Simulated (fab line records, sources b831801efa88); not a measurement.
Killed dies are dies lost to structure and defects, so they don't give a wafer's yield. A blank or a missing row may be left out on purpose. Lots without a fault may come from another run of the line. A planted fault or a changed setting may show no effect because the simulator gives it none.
Which tool did it? | flow sfq_line | 15 lots, 45 wafers sampled, at 2 steps of a route of 325

WHAT THE GAUGES READ, wafer by wafer
SFQ_M2_OVL_MEAS_916. Usual: M2_OVL -1 nm, standard deviation 5.
lot  | measured     | on         | M2_OVL (nm) | flag
L770 | day 20 20:05 | overlay-02 | -3 -2 -3    |
L772 | day 22 00:41 | overlay-01 | 3 -1 2      |
L774 | day 22 07:06 | overlay-01 | -3 -2 1     |
L775 | day 24 03:36 | overlay-02 | 9 2 5       |
L776 | day 26 06:50 | overlay-02 | -1 -2 0     |
L777 | day 26 13:49 | overlay-01 | 6 8 4       |
L778 | day 26 23:43 | overlay-02 | 0 4 -2      |
L779 | day 27 10:41 | overlay-01 | -1 4 1      |
L780 | day 27 12:32 | overlay-01 | 2 -4 1      |
L781 | day 27 20:56 | overlay-01 | -9 -9 -2    |
L782 | day 28 08:05 | overlay-02 | -6 -9 -10   |
L783 | day 28 20:05 | overlay-02 | 4 1 -7      |
L784 | day 29 01:53 | overlay-01 | -5 -4 1     |
L785 | day 29 08:02 | overlay-01 | 2 1 -2      |
L793 | day 31 18:46 | overlay-02 | -7 -7 -1    |

WHICH TOOL RAN EACH LOT (tool, then ch and the chambers of the sampled wafers, then the start)
lot  | SFQ_TRILAYER_M1_BARC_OPEN_METAL_ETCH_054
L770 | rie_metal-02 ch 0,1, day 14 16:38
L772 | rie_metal-03 ch 0,1, day 14 18:34
L774 | rie_metal-03 ch 0,1, day 18 10:36
L775 | rie_metal-02 ch 0,1, day 18 13:00
L776 | rie_metal-03 ch 0,1, day 18 20:12
L777 | rie_metal-02 ch 0,1, day 19 03:31
L778 | rie_metal-02 ch 0,1, day 19 18:59
L779 | rie_metal-02 ch 0, day 20 07:02
L780 | rie_metal-03 ch 0,1, day 20 09:23
L781 | rie_metal-01 ch 0,1, day 20 20:11
L782 | rie_metal-03 ch 0,1, day 21 11:43
L783 | rie_metal-01 ch 0,1, day 21 18:55
L784 | rie_metal-01 ch 0,1, day 22 02:14
L785 | rie_metal-03 ch 0,1, day 22 09:33
L793 | rie_metal-03 ch 0,1, day 24 10:03
- SFQ_TRILAYER_M1_BARC_OPEN_METAL_ETCH_054: etches BARC in O2, target depth 125 nm, time 41.7 s.

WHAT THE TOOLS THEMSELVES READ (means of the sampled wafers that have a number; where no wafer has one, the mark that the record gives instead)
SFQ_TRILAYER_M1_BARC_OPEN_METAL_ETCH_054. Usual: drypump_motor_current_A 5.7 A, standard deviation 0.51; oes_product_au 0.685 a.u., standard deviation 0.0046.
lot  | tool         | drypump_motor_current_A (A) | oes_product_au (a.u.) | flag
L770 | rie_metal-02 | 6.1                         | 0.684                 |
L772 | rie_metal-03 | 5.3                         | 0.681                 |
L774 | rie_metal-03 | 5.3                         | 0.690                 |
L775 | rie_metal-02 | 6.4                         | 0.681                 |
L776 | rie_metal-03 | 5.3                         | 0.685                 |
L777 | rie_metal-02 | 6.4                         | 0.687                 |
L778 | rie_metal-02 | 6.4                         | 0.684                 |
L779 | rie_metal-02 | 6.6                         | 0.684                 |
L780 | rie_metal-03 | 5.3                         | 0.687                 |
L781 | rie_metal-01 | 5.4                         | 0.687                 |
L782 | rie_metal-03 | 5.6                         | 0.689                 |
L783 | rie_metal-01 | 5.4                         | 0.684                 |
L784 | rie_metal-01 | 5.6                         | 0.682                 |
L785 | rie_metal-03 | 5.3                         | 0.687                 |
L793 | rie_metal-03 | 5.6                         | 0.689                 |

THE ANSWER, worked out from the rows above alone
Rule: a lot is off if the mean of its wafers that have a number lies more than 3 standard deviations from the usual mean. A lot without any number at a reading at which 4 lots or more have one is off too. The other lots that the step has rows for count as sound. The gauges are gone through in route order, then the tools' own readings, and for those a lot's mean is taken as printed above. The first step at which some lot is off is used, and at that step the reading that is off furthest; a lot without a number counts as furthest.
No lot is off at any reading shown: from this, nothing can be told.

WHAT THE SIMULATOR HAD PUT IN
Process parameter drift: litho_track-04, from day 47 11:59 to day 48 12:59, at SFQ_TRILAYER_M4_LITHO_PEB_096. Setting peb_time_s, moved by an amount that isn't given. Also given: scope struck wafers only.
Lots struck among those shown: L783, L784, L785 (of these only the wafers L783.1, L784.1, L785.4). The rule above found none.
